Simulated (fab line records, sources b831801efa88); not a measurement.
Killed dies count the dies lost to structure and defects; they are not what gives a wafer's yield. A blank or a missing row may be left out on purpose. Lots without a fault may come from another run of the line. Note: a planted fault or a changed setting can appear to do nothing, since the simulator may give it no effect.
The tool behind it: which one? / flow sky130 / 42 wafers from 14 lots sampled at 5 of the route's 708 steps

== WHAT THE GAUGES SHOWED, per wafer ==
The record lacks any reading of a measuring or inspecting step that a usual standard deviation could be used to judge.

== WHAT TOOL EACH LOT RAN ON (gives the tool, then ch and the chambers of the sampled wafers, and finally the start) ==
lot=L906; SKY_VIA3_ETCH_15=rieDiel-01 ch 0,2,3, day 39 15:35; SKY_METAL4_SPUTTER_03=pvdSputter-04, day 39 17:00; SKY_METAL4_ETCH_16=rieMetal-01 ch 0,1, day 41 18:26; SKY_PASSIVATION_ETCH_11=rieDiel-01 ch 2,3, day 44 19:08; SKY_PASSIVATION_STRIP_12=plasmaAsher-03 ch 0,1, day 44 19:16
lot=L908; SKY_VIA3_ETCH_15=rieDiel-02 ch 2,3, day 40 07:01; SKY_METAL4_SPUTTER_03=pvdSputter-02, day 40 08:31; SKY_METAL4_ETCH_16=rieMetal-02 ch 0,1, day 42 09:16; SKY_PASSIVATION_ETCH_11=rieDiel-02 ch 2,3, day 45 08:16; SKY_PASSIVATION_STRIP_12=plasmaAsher-03 ch 0,1, day 45 08:22
lot=L909; SKY_VIA3_ETCH_15=rieDiel-01 ch 0,2,3, day 40 14:53; SKY_METAL4_SPUTTER_03=pvdSputter-02, day 40 16:17; SKY_METAL4_ETCH_16=rieMetal-02 ch 1, day 42 17:00; SKY_PASSIVATION_ETCH_11=rieDiel-03 ch 0,3, day 45 14:58; SKY_PASSIVATION_STRIP_12=plasmaAsher-03 ch 0,1, day 45 15:04
lot=L910; SKY_VIA3_ETCH_15=rieDiel-02 ch 2,3, day 40 21:25; SKY_METAL4_SPUTTER_03=pvdSputter-04, day 40 23:14; SKY_METAL4_ETCH_16=rieMetal-04 ch 0, day 42 23:01; SKY_PASSIVATION_ETCH_11=rieDiel-01 ch 1,2,3, day 45 20:32; SKY_PASSIVATION_STRIP_12=plasmaAsher-02 ch 0,1, day 45 20:38
lot=L911; SKY_VIA3_ETCH_15=rieDiel-01 ch 1,3, day 41 01:10; SKY_METAL4_SPUTTER_03=pvdSputter-02, day 41 02:43; SKY_METAL4_ETCH_16=rieMetal-04 ch 0,1, day 43 03:00; SKY_PASSIVATION_ETCH_11=rieDiel-03 ch 0,1,3, day 45 23:08; SKY_PASSIVATION_STRIP_12=plasmaAsher-04 ch 0,1, day 45 23:14
lot=L912; SKY_VIA3_ETCH_15=rieDiel-01 ch 1,3, day 41 05:13; SKY_METAL4_SPUTTER_03=pvdSputter-04, day 41 06:50; SKY_METAL4_ETCH_16=rieMetal-04 ch 0,1, day 43 06:18; SKY_PASSIVATION_ETCH_11=rieDiel-03 ch 1,2, day 46 02:58; SKY_PASSIVATION_STRIP_12=plasmaAsher-02 ch 0,1, day 46 03:04
lot=L913; SKY_VIA3_ETCH_15=rieDiel-04 ch 2,3, day 41 17:50; SKY_METAL4_SPUTTER_03=pvdSputter-04, day 41 19:14; SKY_METAL4_ETCH_16=rieMetal-02 ch 0,1, day 43 19:12; SKY_PASSIVATION_ETCH_11=rieDiel-03 ch 1,2,3, day 46 15:43; SKY_PASSIVATION_STRIP_12=plasmaAsher-03 ch 0,1, day 46 15:49
lot=L916; SKY_VIA3_ETCH_15=rieDiel-01 ch 0,2,3, day 42 17:23; SKY_METAL4_SPUTTER_03=pvdSputter-03, day 42 19:17; SKY_METAL4_ETCH_16=rieMetal-02 ch 1, day 44 16:34; SKY_PASSIVATION_ETCH_11=rieDiel-01 ch 0,2,3, day 47 10:49; SKY_PASSIVATION_STRIP_12=plasmaAsher-03 ch 0,1, day 47 10:55
lot=L917; SKY_VIA3_ETCH_15=rieDiel-04 ch 2,3, day 43 07:23; SKY_METAL4_SPUTTER_03=pvdSputter-02, day 43 08:47; SKY_METAL4_ETCH_16=rieMetal-01 ch 0, day 45 05:55; SKY_PASSIVATION_ETCH_11=rieDiel-01 ch 1,2, day 47 22:58; SKY_PASSIVATION_STRIP_12=plasmaAsher-03 ch 0,1, day 47 23:04
lot=L918; SKY_VIA3_ETCH_15=rieDiel-02 ch 0,2, day 43 11:05; SKY_METAL4_SPUTTER_03=pvdSputter-03, day 43 12:32; SKY_METAL4_ETCH_16=rieMetal-01 ch 0,1, day 45 08:49; SKY_PASSIVATION_ETCH_11=rieDiel-03 ch 0,3, day 48 00:16; SKY_PASSIVATION_STRIP_12=plasmaAsher-02 ch 0,1, day 48 00:22
lot=L920; SKY_VIA3_ETCH_15=rieDiel-04 ch 1,2, day 43 15:16; SKY_METAL4_SPUTTER_03=pvdSputter-03, day 43 16:45; SKY_METAL4_ETCH_16=rieMetal-04 ch 0,1, day 45 12:51; SKY_PASSIVATION_ETCH_11=rieDiel-03 ch 0,2,3, day 48 04:58; SKY_PASSIVATION_STRIP_12=plasmaAsher-04 ch 0,1, day 48 05:04
lot=L922; SKY_VIA3_ETCH_15=rieDiel-04 ch 1,2,3, day 44 07:34; SKY_METAL4_SPUTTER_03=pvdSputter-03, day 44 08:58; SKY_METAL4_ETCH_16=rieMetal-01 ch 0,1, day 46 04:21; SKY_PASSIVATION_ETCH_11=rieDiel-01 ch 0,2,3, day 48 19:55; SKY_PASSIVATION_STRIP_12=plasmaAsher-03 ch 0,1, day 48 20:01
lot=L925; SKY_VIA3_ETCH_15=rieDiel-02 ch 0,1,2, day 45 14:44; SKY_METAL4_SPUTTER_03=pvdSputter-04, day 45 16:09; SKY_METAL4_ETCH_16=rieMetal-01 ch 0,1, day 47 09:52; SKY_PASSIVATION_ETCH_11=rieDiel-02 ch 0,1,2, day 49 19:40; SKY_PASSIVATION_STRIP_12=plasmaAsher-04 ch 0,1, day 49 19:46
lot=L928; SKY_VIA3_ETCH_15=rieDiel-02 ch 0,1,2, day 45 20:14; SKY_METAL4_SPUTTER_03=pvdSputter-02, day 45 21:38; SKY_METAL4_ETCH_16=rieMetal-04 ch 0,1, day 47 15:14; SKY_PASSIVATION_ETCH_11=rieDiel-02 ch 0,1,2, day 50 01:10; SKY_PASSIVATION_STRIP_12=plasmaAsher-04 ch 0,1, day 50 01:19
- SKY_VIA3_ETCH_15: etches SiO2 in C4F8/O2/Ar, stops on TiN, target depth 507 nm, time 78 s.
- SKY_METAL4_SPUTTER_03: material Ti, target thk 5 nm, time 3.3 s.
- SKY_METAL4_ETCH_16: etches BARC in N2/H2, stops on SiO2, time 88.2 s, target depth 60 nm.
- SKY_PASSIVATION_ETCH_11: etches the open film in CF4/O2, stops on AlCu, target depth 725 nm, time 161.1 s.
- SKY_PASSIVATION_STRIP_12: strips in O2/N2.

== AS READ BY THE TOOLS THEMSELVES (means over the sampled wafers that have a number; for cases with no such wafer, the mark the record gives instead) ==
SKY_VIA3_ETCH_15. Usual: oesProductAu reads 0.945 a.u. (standard deviation 0.0049).
lot=L906; tool=rieDiel-01; oesProductAu (a.u.)=0.945; flag=
lot=L908; tool=rieDiel-02; oesProductAu (a.u.)=0.943; flag=
lot=L909; tool=rieDiel-01; oesProductAu (a.u.)=0.944; flag=
lot=L910; tool=rieDiel-02; oesProductAu (a.u.)=0.946; flag=
lot=L911; tool=rieDiel-01; oesProductAu (a.u.)=0.940; flag=
lot=L912; tool=rieDiel-01; oesProductAu (a.u.)=0.947; flag=
lot=L913; tool=rieDiel-04; oesProductAu (a.u.)=0.945; flag=
lot=L916; tool=rieDiel-01; oesProductAu (a.u.)=0.939; flag=
lot=L917; tool=rieDiel-04; oesProductAu (a.u.)=0.947; flag=
lot=L918; tool=rieDiel-02; oesProductAu (a.u.)=0.951; flag=
lot=L920; tool=rieDiel-04; oesProductAu (a.u.)=0.946; flag=
lot=L922; tool=rieDiel-04; oesProductAu (a.u.)=0.940; flag=
lot=L925; tool=rieDiel-02; oesProductAu (a.u.)=0.941; flag=
lot=L928; tool=rieDiel-02; oesProductAu (a.u.)=0.941; flag=

SKY_METAL4_SPUTTER_03. Usual: chamberPressurePa 0.4000 Pa, standard deviation 0.00078; throttleValvePct 29.6 %, standard deviation 0.93.
lot=L906; tool=pvdSputter-04; chamberPressurePa (Pa)=0.4001; throttleValvePct (%)=29.7; flag=
lot=L908; tool=pvdSputter-02; chamberPressurePa (Pa)=0.3993; throttleValvePct (%)=29.9; flag=
lot=L909; tool=pvdSputter-02; chamberPressurePa (Pa)=0.4001; throttleValvePct (%)=28.5; flag=
lot=L910; tool=pvdSputter-04; chamberPressurePa (Pa)=0.4004; throttleValvePct (%)=30.3; flag=
lot=L911; tool=pvdSputter-02; chamberPressurePa (Pa)=0.4006; throttleValvePct (%)=28.8; flag=
lot=L912; tool=pvdSputter-04; chamberPressurePa (Pa)=0.4001; throttleValvePct (%)=30.2; flag=
lot=L913; tool=pvdSputter-04; chamberPressurePa (Pa)=0.3998; throttleValvePct (%)=29.1; flag=
lot=L916; tool=pvdSputter-03; chamberPressurePa (Pa)=0.3995; throttleValvePct (%)=30.0; flag=
lot=L917; tool=pvdSputter-02; chamberPressurePa (Pa)=0.4000; throttleValvePct (%)=29.4; flag=
lot=L918; tool=pvdSputter-03; chamberPressurePa (Pa)=0.4003; throttleValvePct (%)=29.9; flag=
lot=L920; tool=pvdSputter-03; chamberPressurePa (Pa)=0.3993; throttleValvePct (%)=31.1; flag=
lot=L922; tool=pvdSputter-03; chamberPressurePa (Pa)=0.3998; throttleValvePct (%)=30.0; flag=
lot=L925; tool=pvdSputter-04; chamberPressurePa (Pa)=0.4001; throttleValvePct (%)=30.1; flag=
lot=L928; tool=pvdSputter-02; chamberPressurePa (Pa)=0.4005; throttleValvePct (%)=28.7; flag=

SKY_METAL4_ETCH_16. Usual: drypumpMotorCurrentA 6.2 A, standard deviation 0.34; oesProductAu 0.625 a.u., standard deviation 0.0047; throttleValvePct 13.206 %, standard deviation 0.008.
lot=L906; tool=rieMetal-01; drypumpMotorCurrentA (A)=6.4; oesProductAu (a.u.)=0.630; throttleValvePct (%)=13.201; flag=
lot=L908; tool=rieMetal-02; drypumpMotorCurrentA (A)=6.3; oesProductAu (a.u.)=0.625; throttleValvePct (%)=13.203; flag=
lot=L909; tool=rieMetal-02; drypumpMotorCurrentA (A)=6.3; oesProductAu (a.u.)=0.628; throttleValvePct (%)=13.201; flag=
lot=L910; tool=rieMetal-04; drypumpMotorCurrentA (A)=6.2; oesProductAu (a.u.)=0.622; throttleValvePct (%)=13.208; flag=
lot=L911; tool=rieMetal-04; drypumpMotorCurrentA (A)=6.1; oesProductAu (a.u.)=0.631; throttleValvePct (%)=13.206; flag=
lot=L912; tool=rieMetal-04; drypumpMotorCurrentA (A)=6.2; oesProductAu (a.u.)=0.625; throttleValvePct (%)=13.204; flag=
lot=L913; tool=rieMetal-02; drypumpMotorCurrentA (A)=6.3; oesProductAu (a.u.)=0.624; throttleValvePct (%)=13.205; flag=
lot=L916; tool=rieMetal-02; drypumpMotorCurrentA (A)=6.3; oesProductAu (a.u.)=0.622; throttleValvePct (%)=13.206; flag=
lot=L917; tool=rieMetal-01; drypumpMotorCurrentA (A)=5.6; oesProductAu (a.u.)=0.622; throttleValvePct (%)=13.207; flag=
lot=L918; tool=rieMetal-01; drypumpMotorCurrentA (A)=6.0; oesProductAu (a.u.)=0.630; throttleValvePct (%)=13.210; flag=
lot=L920; tool=rieMetal-04; drypumpMotorCurrentA (A)=6.1; oesProductAu (a.u.)=0.626; throttleValvePct (%)=13.204; flag=
lot=L922; tool=rieMetal-01; drypumpMotorCurrentA (A)=6.0; oesProductAu (a.u.)=0.627; throttleValvePct (%)=13.215; flag=
lot=L925; tool=rieMetal-01; drypumpMotorCurrentA (A)=6.0; oesProductAu (a.u.)=0.626; throttleValvePct (%)=13.206; flag=
lot=L928; tool=rieMetal-04; drypumpMotorCurrentA (A)=6.1; oesProductAu (a.u.)=0.627; throttleValvePct (%)=13.199; flag=

SKY_PASSIVATION_ETCH_11. Usual: drypumpMotorCurrentA 5.6 A, standard deviation 0.32; oesProductAu 0.977 a.u., standard deviation 0.0075; throttleValvePct 5.963 %, standard deviation 0.009.
lot=L906; tool=rieDiel-01; drypumpMotorCurrentA (A)=5.9; oesProductAu (a.u.)=0.983; throttleValvePct (%)=5.969; flag=
lot=L908; tool=rieDiel-02; drypumpMotorCurrentA (A)=5.6; oesProductAu (a.u.)=0.980; throttleValvePct (%)=5.951; flag=
lot=L909; tool=rieDiel-03; drypumpMotorCurrentA (A)=5.7; oesProductAu (a.u.)=0.975; throttleValvePct (%)=5.957; flag=
lot=L910; tool=rieDiel-01; drypumpMotorCurrentA (A)=5.9; oesProductAu (a.u.)=0.977; throttleValvePct (%)=5.967; flag=
lot=L911; tool=rieDiel-03; drypumpMotorCurrentA (A)=5.5; oesProductAu (a.u.)=0.969; throttleValvePct (%)=5.955; flag=
lot=L912; tool=rieDiel-03; drypumpMotorCurrentA (A)=5.2; oesProductAu (a.u.)=0.982; throttleValvePct (%)=5.967; flag=
lot=L913; tool=rieDiel-03; drypumpMotorCurrentA (A)=5.5; oesProductAu (a.u.)=0.983; throttleValvePct (%)=5.970; flag=
lot=L916; tool=rieDiel-01; drypumpMotorCurrentA (A)=5.6; oesProductAu (a.u.)=0.968; throttleValvePct (%)=5.963; flag=
lot=L917; tool=rieDiel-01; drypumpMotorCurrentA (A)=6.1; oesProductAu (a.u.)=0.985; throttleValvePct (%)=5.963; flag=
lot=L918; tool=rieDiel-03; drypumpMotorCurrentA (A)=5.6; oesProductAu (a.u.)=0.855; throttleValvePct (%)=5.932; flag=OFF
lot=L920; tool=rieDiel-03; drypumpMotorCurrentA (A)=5.5; oesProductAu (a.u.)=0.915; throttleValvePct (%)=5.943; flag=OFF
lot=L922; tool=rieDiel-01; drypumpMotorCurrentA (A)=5.7; oesProductAu (a.u.)=0.972; throttleValvePct (%)=5.959; flag=
lot=L925; tool=rieDiel-02; drypumpMotorCurrentA (A)=5.6; oesProductAu (a.u.)=0.969; throttleValvePct (%)=5.967; flag=
lot=L928; tool=rieDiel-02; drypumpMotorCurrentA (A)=5.6; oesProductAu (a.u.)=0.984; throttleValvePct (%)=5.963; flag=

SKY_PASSIVATION_STRIP_12. Usual: drypumpMotorCurrentA 5.70 A, standard deviation 0.28; oesProductAu 0.661 a.u., standard deviation 0.0044; stripTimeToEndpointS 31.49 s, standard deviation 0.14.
lot=L906; tool=plasmaAsher-03; drypumpMotorCurrentA (A)=5.66; oesProductAu (a.u.)=0.663; stripTimeToEndpointS (s)=31.31; flag=
lot=L908; tool=plasmaAsher-03; drypumpMotorCurrentA (A)=5.65; oesProductAu (a.u.)=0.662; stripTimeToEndpointS (s)=31.51; flag=
lot=L909; tool=plasmaAsher-03; drypumpMotorCurrentA (A)=5.65; oesProductAu (a.u.)=0.654; stripTimeToEndpointS (s)=31.61; flag=
lot=L910; tool=plasmaAsher-02; drypumpMotorCurrentA (A)=5.76; oesProductAu (a.u.)=0.663; stripTimeToEndpointS (s)=31.56; flag=
lot=L911; tool=plasmaAsher-04; drypumpMotorCurrentA (A)=5.71; oesProductAu (a.u.)=0.659; stripTimeToEndpointS (s)=31.58; flag=
lot=L912; tool=plasmaAsher-02; drypumpMotorCurrentA (A)=5.86; oesProductAu (a.u.)=0.660; stripTimeToEndpointS (s)=31.35; flag=
lot=L913; tool=plasmaAsher-03; drypumpMotorCurrentA (A)=5.77; oesProductAu (a.u.)=0.658; stripTimeToEndpointS (s)=31.60; flag=
lot=L916; tool=plasmaAsher-03; drypumpMotorCurrentA (A)=5.80; oesProductAu (a.u.)=0.659; stripTimeToEndpointS (s)=31.62; flag=
lot=L917; tool=plasmaAsher-03; drypumpMotorCurrentA (A)=5.65; oesProductAu (a.u.)=0.659; stripTimeToEndpointS (s)=31.41; flag=
lot=L918; tool=plasmaAsher-02; drypumpMotorCurrentA (A)=5.88; oesProductAu (a.u.)=0.661; stripTimeToEndpointS (s)=32.79; flag=OFF
lot=L920; tool=plasmaAsher-04; drypumpMotorCurrentA (A)=5.51; oesProductAu (a.u.)=0.661; stripTimeToEndpointS (s)=32.23; flag=OFF
lot=L922; tool=plasmaAsher-03; drypumpMotorCurrentA (A)=5.64; oesProductAu (a.u.)=0.665; stripTimeToEndpointS (s)=31.46; flag=
lot=L925; tool=plasmaAsher-04; drypumpMotorCurrentA (A)=5.75; oesProductAu (a.u.)=0.662; stripTimeToEndpointS (s)=31.70; flag=
lot=L928; tool=plasmaAsher-04; drypumpMotorCurrentA (A)=5.75; oesProductAu (a.u.)=0.665; stripTimeToEndpointS (s)=31.47; flag=

== THE ANSWER, worked out from the rows above alone ==
Rule: take the mean of a lot's wafers that have a number; if it is more than 3 standard deviations from the usual mean, the lot is off. A lot without any number at a reading at which 4 lots or more have one is off too. Where the step has rows for the other lots, those lots are counted as sound. First the gauges in route order, then the tools' own readings, where a lot's mean is used as printed above. At the first step where some lot is off, the reading lying furthest off is the one used; lots without a number count as furthest.
Off at SKY_PASSIVATION_ETCH_11 (oesProductAu): L918, L920.
If a tool, at that step or one of the process steps before it, ran each lot that is off and ran no sound lot following the first of them, it fits. One candidate fits, namely rieDiel-03 at SKY_PASSIVATION_ETCH_11. A fault onset in the window from L913 (day 46 15:43, its last sound lot) to L918 (day 48 00:16, its first lot off) fits.
The tool's own readings at SKY_PASSIVATION_ETCH_11 bear it out: on the lots that are off they differ by more than 5 times the standard deviation of the sound lots' means. oesProductAu reads 0.885 a.u. there against 0.977 a.u. on the sound lots.

== WHAT WAS PUT IN BY THE SIMULATOR ==
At SKY_PASSIVATION_ETCH_11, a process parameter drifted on rieDiel-03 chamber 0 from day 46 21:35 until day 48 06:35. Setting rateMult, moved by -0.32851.
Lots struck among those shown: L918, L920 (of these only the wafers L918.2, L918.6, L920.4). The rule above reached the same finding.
